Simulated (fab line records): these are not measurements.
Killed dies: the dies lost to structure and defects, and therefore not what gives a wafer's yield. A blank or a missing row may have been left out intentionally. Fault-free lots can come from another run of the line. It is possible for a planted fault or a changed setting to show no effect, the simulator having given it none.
A struck lot beside a sound one | flow gf180mcu | 34 steps out of a route of 602
Sound: the wafers L596.2, L596.4, L596.5. Struck: wafer L586.1. (L586.2, L586.5 of the same lot were not struck and are left out.) The cause comes at the end.
Each step with rows lists, per side, the tool, then ch with its chambers, then its first start. Under that, the readings that differ: sound wafers | struck wafers | difference of the means | sigmas: that difference in standard deviations of wafers without a fault.
alike: same words and numbers on both sides, and readings whose means sit less than 2 such deviations apart. not compared: any withheld reading, any reading some wafer has no value for, any bound like >300 that may hide the same value, and any number with overlapping values for which the record gives no deviation.
Wherever a step has rows on one side only, a row that says differs or no value, or a row with sigmas, the two part there. Numbers that don't overlap but have no deviation are shown without sigmas and don't part them. A reading missing from all wafers of one side parts the sides only when that side holds two or more wafers.

first, 2 steps without rows for these wafers: GF_M1_PEB_12 (peb time 90 s); GF_M1_DEVELOP_13 (develop time 60 s).
GF_M1_CD_MEAS_14 targets a cd of 230 nm.
  struck on cdSem-01, day 19 12:02; sound on cdSem-01, day 23 04:33
  alike: cdNm
GF_M1_OVL_MEAS_15:
  struck on overlay-02, day 19 12:09; sound on overlay-01, day 23 04:40
reading     | sound     | struck | difference | sigmas
M1_OVL (nm) | -3 -10 -2 | 6      | +11        | +2
GF_M1_METAL_ETCH_16: etches the open film in Cl2/BCl3, stops on SiO2, target depth 627.5 nm, time 104.6 s.
  sound on rieMetal-02 ch 0,1, day 23 04:41; struck on rieMetal-03 ch 1, day 19 12:11
  alike: drypumpMotorCurrentA, oesProductAu, throttleValvePct
  not compared: rfHoursCounterH
GF_M1_STRIP_17: strips in O2/N2.
  sound on plasmaAsher-04 ch 0,1, day 23 04:48; struck on plasmaAsher-01 ch 1, day 19 12:17
  alike: drypumpMotorCurrentA, heaterPowerW, oesProductAu, stripTimeToEndpointS
  not compared: rfHoursCounterH
then, 3 steps without rows for these wafers: GF_M1_STRIP_18 (strips in post etch residue remover, time 1200 s); GF_M1_CLEAN_19 (cleans in DIW); GF_V1_CVD_00 (deposits SiO2, target thk 600 nm, time 100 s).
GF_V1_THK_MEAS_01:
  struck on filmMetro-02, day 19 12:56; sound on filmMetro-01, day 23 05:28
  alike: V1_CVD_00_THK
GF_V1_CVD_02: deposits SiO2 from TEOS, target thk 850 nm, time 94.851 s.
  sound on pecvd-01 ch 0,1, day 23 05:31; struck on pecvd-02 ch 1, day 19 13:00
  alike: heaterPowerW
GF_V1_THK_MEAS_03:
  struck on filmMetro-01, day 19 13:04; sound on filmMetro-02, day 23 05:35
reading            | sound       | struck | difference | sigmas
V1_CVD_02_THK (nm) | 857 874 868 | 841    | -25        | -2
GF_V1_CMP_04: polishes SiO2.
  sound on cmp-02 ch 2,3, day 23 05:38; struck on cmp-01 ch 0, day 19 13:08
reading                            | sound             | struck | difference | sigmas
timeToEndpointS (s)                | 82 96 88          | 19     | -70        | -13
model.SiO2_of_V1_CVD_02.thkNm (nm) | 633.6 635.4 634.5 | 791.3  | +156.8     | 
  alike: motorCurrentA, slurryFlowMlMin
GF_V1_BOW_MEAS_05:
  struck on filmMetro-03, day 19 13:26; sound on filmMetro-03, day 23 05:57
  alike: V1_BOW
then, 8 steps without rows for these wafers: GF_V1_DEHYDRATE_06 (time 60 s); GF_V1_HMDS_07 (prime time 60 s); GF_V1_COAT_08; GF_V1_COAT_09 (resist thk 1000 nm); GF_V1_SOFTBAKE_10 (time 60 s); GF_V1_EXPOSE_11 (exposes mask Via1, target cd 260 nm); GF_V1_PEB_12 (peb time 90 s); GF_V1_DEVELOP_13 (develop time 60 s).
GF_V1_CD_MEAS_14 targets a cd of 260 nm.
  struck on cdSem-01, day 20 13:41; sound on cdSem-02, day 24 04:23
  alike: cdNm
GF_V1_OVL_MEAS_15:
  struck on overlay-02, day 20 13:49; sound on overlay-02, day 24 04:30
  alike: V1_OVL
then, 1 step without rows for these wafers: GF_V1_ETCH_16 (etches BARC in N2/H2).
GF_V1_ETCH_17: etches SiO2 in C4F8/O2/Ar, stops on TiN, target depth 630 nm.
  sound on rieDiel-01 ch 1,3; struck on rieDiel-02 ch 3
reading                      | sound             | struck | difference | sigmas
oesProductAu (a.u.)          | 0.849 0.856 0.855 | 0.976  | +0.123     | +28
model.V1.featureDepthNm (nm) | 633.6 635.4 634.5 | 789.3  | +154.8     | 
model.etch.depthNm (nm)      | 633.6 635.4 634.5 | 789.3  | +154.8     | 
then, 5 steps without rows for these wafers: GF_V1_STRIP_18 (strips in O2/N2); GF_V1_STRIP_19 (strips in post etch residue remover, time 1200 s); GF_V1_CLEAN_20 (cleans in DIW); GF_V1_SPUTTER_21 (material Ti, target thk 15 nm, time 80.02 s); GF_V1_SPUTTER_22 (material TiN, target thk 10 nm, time 40 s).
GF_V1_CVD_23: deposits W, target thk 350 nm, time 105.05 s.
  sound on cvdW-01 ch 0,1, day 24 05:17; struck on cvdW-01 ch 0, day 20 14:37
  alike: heaterPowerW
GF_V1_CMP_26: polishes, stops on SiO2, t overpolish 15 s, target thk 0 nm.
  sound on cmp-02 ch 1,2,3, day 24 05:41; struck on cmp-02 ch 2, day 20 14:57
reading                            | sound             | struck | difference | sigmas
model.SiO2_of_V1_CVD_02.thkNm (nm) | 629.8 631.7 630.7 | 787.5  | +156.8     | 
  alike: motorCurrentA, slurryFlowMlMin
GF_M2_SPUTTER_00: material Ti, target thk 37.5 nm, time 150 s.
  the record has rows for the sound wafers here (pvdSputter-04, day 24 05:53) and none for the struck ones

== WHERE THEY PART ==
Last at GF_M2_SPUTTER_00 as far as this record goes, first at GF_M1_OVL_MEAS_15.

WHY: what the simulator had put in
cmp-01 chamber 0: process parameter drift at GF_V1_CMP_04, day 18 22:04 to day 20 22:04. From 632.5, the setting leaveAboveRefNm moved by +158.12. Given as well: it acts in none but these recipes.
